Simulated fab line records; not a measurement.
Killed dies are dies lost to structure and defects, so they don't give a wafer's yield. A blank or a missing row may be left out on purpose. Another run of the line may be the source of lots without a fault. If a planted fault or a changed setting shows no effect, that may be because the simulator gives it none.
Matching of chambers | flow gf180mcu | 4 sister chambers for GF_V1_CMP_26 on cmp-02
The step polishes, stops on SiO2, t overpolish 15 s, target thk 0 nm. 4 wafers are shown with their chamber, then 7 later ones without.

== WAFERS, EACH WITH ITS CHAMBER ==
wafer  | chamber | motor-current-A (A)
L530.2 | 1       | 10.9
L530.5 | 3       | 10.9
L531.2 | 0       | 12.1
L531.5 | 2       | 13.0

== WAFERS MISSING THEIR CHAMBER ==
wafer  | motor-current-A (A)
L531.6 | 11.1
L532.1 | 11.0
L532.2 | 11.0
L532.3 | 11.4
L534.1 | 13.1
L534.4 | 11.6
L534.6 | 12.9

== WHICH CHAMBER EACH ONE RAN IN ==
wafer  | from the rows above          | in truth
L531.6 | can't be placed: 1 or 3      | 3
L532.1 | can't be placed: 1 or 3      | 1
L532.2 | can't be placed: 1 or 3      | 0
L532.3 | can't be placed: 1 or 3 or 0 | 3
L534.1 | 2                            | 2
L534.4 | can't be placed: 0 or 1 or 3 | 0
L534.6 | 2                            | 2
Placed correctly: 2 of 7. These rows do not allow placing 5 (true chamber among the candidates in 4). 0 placed wrongly.
How it was worked out, from the rows above alone: a wafer's distance from a chamber is the root of the sum, over the readings, of the square of ((its reading less the chamber's mean) divided by the reading's scatter). If the next closest chamber is less than 2 further off than the closest, the wafer can't be placed; otherwise it belongs to the closest. Each chamber's mean is taken over the wafers shown for it. The scatter: with one shown wafer a chamber, the root of the mean of the squares of how far each hidden wafer lies from its nearest shown one.
